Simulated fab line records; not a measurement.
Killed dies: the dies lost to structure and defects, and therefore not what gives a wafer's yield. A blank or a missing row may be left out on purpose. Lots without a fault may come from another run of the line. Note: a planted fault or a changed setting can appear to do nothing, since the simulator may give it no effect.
Which tool did it? | flow sky130 | 6 lots, 18 wafers sampled, at 1 step of a route of 708

== WHAT EACH GAUGE READ, for each wafer ==
SKY_VIA2_CD_MEAS_12: the cd target is 200 nm.
lot  | measured     | on        | cd-nm (nm)
L783 | day 38 02:16 | cd-sem-02 | 199.7 198.4 199.7
L790 | day 40 09:23 | cd-sem-01 | 198.3 198.0 197.8
L792 | day 41 01:07 | cd-sem-01 | 202.0 201.6 201.9
L796 | day 42 00:26 | cd-sem-01 | 202.4 202.0 204.3
L800 | day 44 02:10 | cd-sem-02 | 200.2 199.9 200.4
L799 | day 44 06:41 | cd-sem-01 | 200.7 201.1 200.7

== TOOL THAT RAN EACH LOT (tool first, then ch and the chambers of the sampled wafers, then the start) ==
Before these readings, the record contains no process step.

== THE ANSWER, worked out from the rows above alone ==
Rule: usual is defined by the lots themselves. Put in order of their means at a reading, lots are off if they are a third of the lots or fewer, leave a main group of 4 or more, and stand apart from it by a gap of 3 or more times the standard deviation of the main group's means; of several such gaps the widest counts. A main group whose means are all the same, to the digits that the tables above print for the reading, isn't used. A lot without any number at a reading at which 4 lots or more have one is off too. Where the step has rows for the other lots, those lots are counted as sound.
Nothing can be told from this: no lot is off at any reading shown.

== WHAT THE SIMULATOR HAD PUT IN ==
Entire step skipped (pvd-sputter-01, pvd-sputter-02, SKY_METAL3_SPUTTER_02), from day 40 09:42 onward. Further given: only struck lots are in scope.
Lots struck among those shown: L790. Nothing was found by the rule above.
